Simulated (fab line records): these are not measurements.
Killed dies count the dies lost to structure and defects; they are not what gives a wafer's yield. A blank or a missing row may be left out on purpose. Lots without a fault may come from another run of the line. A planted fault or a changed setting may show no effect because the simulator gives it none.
Comparing a struck lot with a sound one | flow sky130 | 14 out of 708 route steps
Sound: the wafers L373.2, L373.3, L373.6. The struck wafers were L381.2, L381.4, L381.5. Last of all comes the cause.
Per side, at each step with rows, come the tool, then ch with its chambers, and then its first start. Under that, the readings that differ: sound wafers | struck wafers | difference of the means | sigmas: that difference in standard deviations of wafers without a fault.
alike: same words and numbers on both sides, and readings whose means sit less than 2 such deviations apart. not compared: any withheld reading, any reading some wafer has no value for, any bound like >300 that may hide the same value, and any number with overlapping values for which the record gives no deviation.
A row with sigmas, a row that says differs or no value, or rows on one side alone: a step with any of these is where the two part. Non-overlapping numbers with no deviation appear without sigmas and do not part them. A reading that every wafer of one side lacks parts them only if that side has two wafers or more.

SKY_VIA1_OVL_MEAS_13:
  sound on overlay-02, day 36 19:42; struck on overlay-01, day 39 00:23
  alike: VIA1_OVL
SKY_VIA1_ETCH_14: etches BARC in N2/H2, stops on SiO2, time 45.9 s, target depth 60 nm.
  sound on rie-diel-03 ch 2,3, day 36 19:44; struck on rie-diel-03 ch 0,3, day 39 00:25
  alike: drypump-motor-current-A, oes-product-au, throttle-valve-pct
  not compared: rf-hours-counter-h
SKY_VIA1_ETCH_15: etches SiO2 in C4F8/O2/Ar, stops on TiN, target depth 351 nm, time 54 s.
  sound on rie-diel-03 ch 2,3, day 36 19:46; struck on rie-diel-03 ch 0,3, day 39 00:27
  alike: oes-product-au
  not compared: rf-hours-counter-h
then, 4 steps without rows for these wafers: SKY_VIA1_STRIP_16 (strips in O2/N2); SKY_VIA1_STRIP_17 (strips in post etch residue remover, time 1200 s); SKY_VIA1_CLEAN_18 (cleans in IPA, time 180 s); SKY_VIA1_CLEAN_19 (cleans in O3/DIW).
SKY_VIA1_SPUTTER_20: material TiN, target thk 20 nm, time 80 s.
  sound on pvd-sputter-03, day 36 20:25; struck on pvd-sputter-02, day 39 01:18
  alike: cathode-dc-power-W, chamber-pressure-pa, throttle-valve-pct
SKY_VIA1_CVD_21: deposits W, target thk 270 nm, time 80.902 s.
  sound on cvd-w-01 ch 0,1, day 36 20:28; struck on cvd-w-01 ch 0,1, day 39 01:22
  alike: heater-power-w
SKY_VIA1_RS_MEAS_22: measures by four-point-probe.
  sound on film-metro-02, day 36 20:35; struck on film-metro-03, day 39 01:28
  alike: VIA1_W_RS
SKY_VIA1_THK_MEAS_23: measures by xrf.
  sound on film-metro-02, day 36 20:41; struck on film-metro-03, day 39 01:35
  alike: VIA1_W_THK
then, 1 step without rows for these wafers: SKY_VIA1_CMP_24 (polishes, stops on SiO2, t overpolish 15 s, target thk 0 nm).
SKY_METAL2_SPUTTER_00: material Ti, target thk 15 nm, time 10 s.
  sound on pvd-sputter-01, day 36 21:02; struck on pvd-sputter-01, day 39 01:56
  no value came back on the struck wafers for cathode-dc-power-W (W), chamber-pressure-pa (Pa), throttle-valve-pct (%); on the sound wafers cathode-dc-power-W (W) reads 2999.7 2999.8 3000.8
SKY_METAL2_SPUTTER_01: material TiN, target thk 20 nm, time 16.7 s.
  sound on pvd-sputter-01, day 36 21:04; struck on pvd-sputter-01, day 39 01:58
  alike: cathode-dc-power-W, chamber-pressure-pa, throttle-valve-pct

## WHERE THEY PART
Within this record, at SKY_METAL2_SPUTTER_00 only. Later steps at which nothing parts them and some readings are alike: SKY_METAL2_SPUTTER_01.

WHY: what the simulator had put in
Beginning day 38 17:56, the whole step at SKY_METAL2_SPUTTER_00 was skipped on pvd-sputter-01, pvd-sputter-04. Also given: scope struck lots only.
